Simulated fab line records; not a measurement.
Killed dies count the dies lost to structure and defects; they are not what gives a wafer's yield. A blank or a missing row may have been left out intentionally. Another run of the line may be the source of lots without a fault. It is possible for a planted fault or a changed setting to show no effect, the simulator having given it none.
A struck lot beside a sound one :: flow sky130 :: 44 out of 708 route steps
Sound: these wafers, L919.2, L919.4, L919.6. Struck: wafer L925.5 (left out: L925.1, L925.2 of the same lot, which were not struck); the cause appears at the end.
At each step with rows: each side's tool, then ch and its chambers, then its first start. Under that, the readings that differ: sound wafers :: struck wafers :: difference of the means :: sigmas: that difference in standard deviations of wafers without a fault.
alike: readings with means less than 2 such deviations apart, plus words and numbers identical on both sides. not compared: withheld readings, readings lacking a value on some wafer, bounds such as >300 that could conceal the same value, and numbers that have no deviation in the record and whose values overlap.
Wherever a step has rows on one side only, a row that says differs or no value, or a row with sigmas, the two part there. Non-overlapping numbers with no deviation appear without sigmas and do not part them. Lack of a reading on every wafer of one side parts them only where that side has two or more wafers.

first, 5 steps without rows for these wafers: SKY_VIA2_ETCH_15 (etches SiO2 in C4F8/O2/Ar, stops on TiN, target depth 546 nm, time 84 s); SKY_VIA2_STRIP_16 (strips in O2/N2); SKY_VIA2_STRIP_17 (strips in post etch residue remover, time 1200 s); SKY_VIA2_CLEAN_18 (cleans in IPA, time 180 s); SKY_VIA2_CLEAN_19 (cleans in O3/DIW).
SKY_VIA2_SPUTTER_20: material TiN, target thk 20 nm, time 80 s.
  sound on pvdSputter-03 at day 40 12:31; struck on pvdSputter-02 at day 41 20:13
  alike: cathodeDcPowerW, throttleValvePct
then, 1 step without rows for these wafers: SKY_VIA2_CVD_21 (deposits W, target thk 420 nm, time 126.4 s).
SKY_VIA2_RS_MEAS_22: measurement is done with a four-point probe.
  sound on filmMetro-01 at day 40 12:44; struck on filmMetro-02 at day 41 20:24
  alike: VIA2_W_RS
SKY_VIA2_THK_MEAS_23: measures by xrf.
  sound on filmMetro-01 at day 40 12:50; struck on filmMetro-02 at day 41 20:31
reading: VIA2_W_THK (nm)
sound: 435 436 432
struck: 416
difference: -18
sigmas: -3
then, 3 steps without rows for these wafers: SKY_VIA2_CMP_24 (polishes, stops on SiO2, t overpolish 20 s, target thk 0 nm); SKY_METAL3_SPUTTER_00 (material Ti, target thk 15 nm, time 10 s); SKY_METAL3_SPUTTER_01 (material TiN, target thk 20 nm, time 16.7 s).
SKY_METAL3_SPUTTER_02: material AlCu, target thk 735 nm, time 39.1 s.
  sound on pvdSputter-02 at day 40 13:14; struck on pvdSputter-02 at day 41 20:56
reading: model.AlCu_of_METAL3_SPUTTER_02.thkNm (nm)
sound: 747.4 741.7 738
struck: 861.6
difference: +119.2
sigmas: 
  alike: cathodeDcPowerW, throttleValvePct
then, 1 step without rows for these wafers: SKY_METAL3_SPUTTER_03 (material Ti, target thk 5 nm, time 3.3 s).
SKY_METAL3_SPUTTER_04: material TiN, target thk 70 nm, time 58.3 s.
  sound on pvdSputter-02 at day 40 13:18; struck on pvdSputter-02 at day 41 20:59
  alike: cathodeDcPowerW, throttleValvePct
SKY_CAPM_CVD_00: deposits SiO2, target thk 15.5 nm.
  sound on pecvd-04 ch 0, day 40 13:20; struck on pecvd-03 ch 0, day 41 21:02
  alike: heaterPowerOuterW, heaterPowerW
SKY_CAPM_THK_MEAS_01:
  sound on filmMetro-04 at day 40 13:23; struck on filmMetro-03 at day 41 21:04
  alike: CAPM_CVD_00_THK
SKY_CAPM_SPUTTER_02: material TiN, target thk 200 nm, time 166.7 s.
  sound on pvdSputter-04 at day 40 13:26; struck on pvdSputter-04 at day 41 21:07
  alike: cathodeDcPowerW, throttleValvePct
SKY_CAPM_RS_MEAS_03: measurement is done with a four-point probe.
  sound on filmMetro-03 at day 40 13:34; struck on filmMetro-01 at day 41 21:14
  alike: CAPM_TIN_RS
SKY_CAPM_THK_MEAS_04: measures by xrf.
  sound on filmMetro-03 at day 40 13:41; struck on filmMetro-01 at day 41 21:21
  alike: CAPM_TIN_THK
then, 7 steps without rows for these wafers: SKY_CAPM_DEHYDRATE_05 (time 60 s); SKY_CAPM_HMDS_06 (prime time 60 s); SKY_CAPM_COAT_07 (resist thk 1140 nm); SKY_CAPM_SOFTBAKE_08 (time 60 s); SKY_CAPM_EXPOSE_09 (exposes mask CAPM, target cd 1000 nm); SKY_CAPM_PEB_10; SKY_CAPM_DEVELOP_11 (develop time 60 s).
SKY_CAPM_OVL_MEAS_12:
  sound on overlay-02 at day 41 13:10; struck on overlay-01 at day 42 20:18
reading: CAPM_OVL (nm)
sound: 1.7 2.6 2.0
struck: -1.6
difference: -3.7
sigmas: -2
then, 1 step without rows for these wafers: SKY_CAPM_METAL_ETCH_13 (etches TiN in Cl2/BCl3, stops on SiO2, target depth 220 nm, time 62.9 s).
SKY_CAPM_STRIP_14: strips in O2/N2.
  sound on plasmaAsher-03 ch 0,1, day 41 13:16; struck on plasmaAsher-04 ch 1, day 42 20:25
  alike: drypumpMotorCurrentA, n2FlowSccm, oesProductAu, stripTimeToEndpointS
  not compared: rfHoursCounterH
then, 11 steps without rows for these wafers: SKY_CAPM_STRIP_15 (strips in post etch residue remover, time 1200 s); SKY_CAPM_CLEAN_16 (cleans in IPA, time 180 s); SKY_CAPM_CLEAN_17 (cleans in O3/DIW); SKY_METAL3_DEHYDRATE_05 (time 60 s); SKY_METAL3_HMDS_06 (prime time 60 s); SKY_METAL3_COAT_07 (resist thk 60 nm); SKY_METAL3_COAT_08 (resist thk 1140 nm); SKY_METAL3_SOFTBAKE_09 (time 90 s); SKY_METAL3_EXPOSE_10 (exposes mask MM3, target cd 300 nm); SKY_METAL3_PEB_11; SKY_METAL3_DEVELOP_12 (develop time 60 s).
SKY_METAL3_CD_MEAS_13 targets a cd of 300 nm.
  sound on cdSem-01 at day 42 12:46; struck on cdSem-01 at day 43 19:00
  alike: cdNm
SKY_METAL3_METAL_ETCH_18: etches the open film in Cl2/BCl3, stops on SiO2, target depth 845 nm, time 183.1 s.
  sound on rieMetal-04 ch 0,1, day 42 13:04; struck on rieMetal-01 ch 0, day 43 19:19
reading: drypumpMotorCurrentA (A)
sound: 6.8 6.1 6.8
struck: 4.9
difference: -1.7
sigmas: -3

reading: oesProductAu (a.u.)
sound: 0.873 0.873 0.870
struck: 0.935
difference: +0.063
sigmas: +10
  alike: throttleValvePct
  not compared: rfHoursCounterH
-- the record jumps here: 6 days lie between the struck wafers' starts before and after (it left off in module METAL3 and takes up again in module PAD_OPEN, whose first step shown is number 708 of the route) --
SKY_PAD_OPEN_PROBE_99:
  sound on prober-02 at day 49 01:33; struck on prober-02 at day 50 00:43
reading: model.etest.met3.lineOhmUm
sound: 0.143 0.1398 0.1441
struck: 0.1199
difference: -0.0224
sigmas: 

reading: model.etest.met3.rsOhmSq
sound: 0.04221 0.04264 0.04283
struck: 0.03645
difference: -0.00611
sigmas: 
  alike: defectLimitedYield, killed_at_M0_to_M3, killed_at_M4_up, killedAtContacts, killedAtFrontEnd, killedAtOther, killedDies, killedOpen, killedShort, sort_bin_3_pad_short, sort_bin_5_function, sort_bin_6_memory, sortNPass, sortYieldPct

== WHERE THEY PART ==
Last at SKY_METAL3_METAL_ETCH_18 as far as this record goes, first at SKY_VIA2_THK_MEAS_23. Later steps at which nothing parts them and some readings are alike: SKY_PAD_OPEN_PROBE_99.

WHY: the cause the simulator had injected
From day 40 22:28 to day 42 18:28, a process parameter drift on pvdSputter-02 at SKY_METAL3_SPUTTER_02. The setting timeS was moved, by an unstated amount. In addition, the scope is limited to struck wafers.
